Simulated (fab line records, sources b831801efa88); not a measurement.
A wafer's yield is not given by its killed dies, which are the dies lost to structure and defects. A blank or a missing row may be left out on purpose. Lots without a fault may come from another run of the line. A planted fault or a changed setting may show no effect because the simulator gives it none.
Comparing a struck lot with a sound one	flow sky130	15 out of 708 route steps
Sound: these wafers, L735.2, L735.3, L735.5. Wafers L749.1, L749.2, L749.6 were the ones struck. Last of all comes the cause.
Order at every step that has rows: each side's tool, ch and its chambers, its first start. Under that, the readings that differ: sound wafers	struck wafers	difference of the means	sigmas: that difference in standard deviations of wafers without a fault.
alike: words and numbers the same on both sides, and readings whose means are apart by under 2 such deviations; not compared: readings that were withheld, readings missing a value for some wafer, numbers with overlapping values and no deviation given by the record, and bounds like >300 which may hide the same value.
The two part at a step that has a row with sigmas, a row that says differs or no value, or rows on one side only. When numbers do not overlap yet have no deviation, they are printed without sigmas and do not part them. A reading missing from all wafers of one side parts the sides only when that side holds two or more wafers.

first, 8 steps without rows for these wafers: SKY_LOCAL_INTERCONNECT_DEHYDRATE_03 (time 60 s); SKY_LOCAL_INTERCONNECT_HMDS_04 (prime time 60 s); SKY_LOCAL_INTERCONNECT_COAT_05 (resist thk 60 nm); SKY_LOCAL_INTERCONNECT_COAT_06 (resist thk 450 nm); SKY_LOCAL_INTERCONNECT_SOFTBAKE_07 (time 90 s); SKY_LOCAL_INTERCONNECT_EXPOSE_08 (exposes mask LI1M, target cd 170 nm); SKY_LOCAL_INTERCONNECT_PEB_09; SKY_LOCAL_INTERCONNECT_DEVELOP_10 (develop time 60 s).
SKY_LOCAL_INTERCONNECT_CD_MEAS_11: the cd target is 170 nm.
  sound: cd_sem-01 at day 31 19:44; struck: cd_sem-02 at day 35 13:04
  alike: cd_nm
SKY_LOCAL_INTERCONNECT_OVL_MEAS_12:
  sound: overlay-01 at day 31 19:50; struck: overlay-02 at day 35 13:11
  alike: LOCAL_INTERCONNECT_OVL
SKY_LOCAL_INTERCONNECT_ETCH_13: etches BARC in N2/H2, stops on SiO2, time 45.9 s, target depth 60 nm.
  sound on rie_metal-03 ch 0,1, day 31 19:52; struck on rie_metal-04 ch 0,1, day 35 13:13
  alike: bias_w, drypump_motor_current_A, oes_product_au, throttle_valve_pct
  not compared: rf_hours_counter_h
SKY_LOCAL_INTERCONNECT_METAL_ETCH_14: etches TiN in Cl2/BCl3, stops on PSG, target depth 110 nm, time 31.4 s.
  sound on rie_metal-03 ch 0,1, day 31 19:56; struck on rie_metal-04 ch 0,1, day 35 13:17
  alike: bias_w, drypump_motor_current_A, oes_product_au, throttle_valve_pct
  not compared: rf_hours_counter_h
SKY_LOCAL_INTERCONNECT_STRIP_15: strips in O2/N2.
  sound on plasma_asher-02 ch 0,1, day 31 19:59; struck on plasma_asher-01 ch 0,1, day 35 13:20
  no value came back on the struck wafers for chamber_pressure_mTorr (mTorr), drypump_motor_current_A (A), oes_product_au (a.u.), strip_time_to_endpoint_s (s); on the sound wafers chamber_pressure_mTorr (mTorr) reads 1498.9 1500.7 1499.7
reading	sound	struck	difference	sigmas
model.KrF-thick_of_LOCAL_INTERCONNECT_COAT_06.thk_nm (nm)	0 0 0	350.1 350.1 348.9	+349.7	
  not compared: rf_hours_counter_h
then, 1 step without rows for these wafers: SKY_LOCAL_INTERCONNECT_STRIP_16 (strips in post etch residue remover, time 1200 s).
-- the record jumps here: 14 days lie between the struck wafers' starts before and after (it left off in module LOCAL_INTERCONNECT and takes up again in module PAD_OPEN, whose first step shown is number 708 of the route) --
SKY_PAD_OPEN_PROBE_99:
  sound: prober-02 at day 46 23:14; struck: prober-02 at day 49 13:23
reading	sound	struck	difference	sigmas
killed_at_contacts	23 40 33	411 437 416	+389	+75
killed_dies	87 102 100	492 492 492	+396	+42
killed_on_rim	20 19 23	96 96 96	+75	+20
  alike: killed_at_M0_to_M3, killed_at_M4_up, killed_at_front_end, killed_at_other, killed_open, killed_short

== WHERE THEY PART ==
First at SKY_LOCAL_INTERCONNECT_STRIP_15; last, within this record, at SKY_PAD_OPEN_PROBE_99.

WHY: the cause the simulator had injected
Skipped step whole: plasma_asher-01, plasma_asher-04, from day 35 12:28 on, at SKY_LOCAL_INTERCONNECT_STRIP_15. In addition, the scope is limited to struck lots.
